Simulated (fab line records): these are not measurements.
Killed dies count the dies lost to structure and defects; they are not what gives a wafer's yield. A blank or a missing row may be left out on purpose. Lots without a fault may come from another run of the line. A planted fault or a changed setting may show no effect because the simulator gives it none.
Chamber matching || flow sky130 || SKY_LI_CONTACT_CMP_02 on cmp-01 has 4 sister chambers
The step polishes PSG. 8 wafers are shown with their chamber, then 7 later ones without.

## WAFERS, EACH WITH ITS CHAMBER
{"wafer": "L255.5", "chamber": 3, "motor_current_A (A)": 13.4, "time_to_endpoint_s (s)": 33.3}
{"wafer": "L258.2", "chamber": 1, "motor_current_A (A)": 10.0, "time_to_endpoint_s (s)": 28.0}
{"wafer": "L258.5", "chamber": 1, "motor_current_A (A)": 9.5, "time_to_endpoint_s (s)": 31.4}
{"wafer": "L258.6", "chamber": 2, "motor_current_A (A)": 10.3, "time_to_endpoint_s (s)": 28.6}
{"wafer": "L261.1", "chamber": 2, "motor_current_A (A)": 11.2, "time_to_endpoint_s (s)": 27.9}
{"wafer": "L261.5", "chamber": 0, "motor_current_A (A)": 13.3, "time_to_endpoint_s (s)": 29.2}
{"wafer": "L272.1", "chamber": 0, "motor_current_A (A)": 12.6, "time_to_endpoint_s (s)": 27.2}
{"wafer": "L272.4", "chamber": 3, "motor_current_A (A)": 12.3, "time_to_endpoint_s (s)": 30.2}

## WAFERS WITHOUT THEIR CHAMBER
{"wafer": "L272.6", "motor_current_A (A)": 12.6, "time_to_endpoint_s (s)": 30.4}
{"wafer": "L273.2", "motor_current_A (A)": 10.5, "time_to_endpoint_s (s)": 29.8}
{"wafer": "L273.3", "motor_current_A (A)": 11.1, "time_to_endpoint_s (s)": 28.7}
{"wafer": "L273.6", "motor_current_A (A)": 12.6, "time_to_endpoint_s (s)": 30.4}
{"wafer": "L276.2", "motor_current_A (A)": 11.2, "time_to_endpoint_s (s)": 28.8}
{"wafer": "L276.3", "motor_current_A (A)": 9.9, "time_to_endpoint_s (s)": 35.2}
{"wafer": "L276.4", "motor_current_A (A)": 11.8, "time_to_endpoint_s (s)": 32.9}

## CHAMBER TAKEN BY EACH
{"wafer": "L272.6", "from the rows above": "can't be placed: 3 or 0", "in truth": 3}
{"wafer": "L273.2", "from the rows above": "can't be placed: 2 or 1", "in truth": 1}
{"wafer": "L273.3", "from the rows above": "can't be placed: 2 or 1", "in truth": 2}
{"wafer": "L273.6", "from the rows above": "can't be placed: 3 or 0", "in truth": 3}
{"wafer": "L276.2", "from the rows above": "can't be placed: 2 or 1", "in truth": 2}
{"wafer": "L276.3", "from the rows above": "can't be placed: 1 or 2", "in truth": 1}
{"wafer": "L276.4", "from the rows above": "can't be placed: 3 or 2 or 0", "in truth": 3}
Correct placement for 0 of the 7. From these rows, 7 cannot be placed; in 7 the true chamber is one of the candidates. Wrongly placed: 0.
How it was worked out, from the rows above alone: a wafer's distance from a chamber is the root of the sum, over the readings, of the square of ((its reading less the chamber's mean) divided by the reading's scatter). The wafer belongs to the nearest chamber; if the next one is less than 2 further off, it can't be placed. A chamber's mean is the mean of its shown wafers. How the scatter is found: for the shown wafers, subtract from each reading the mean of its chamber, square and add these, divide the total by (wafers less chambers), then take the root.
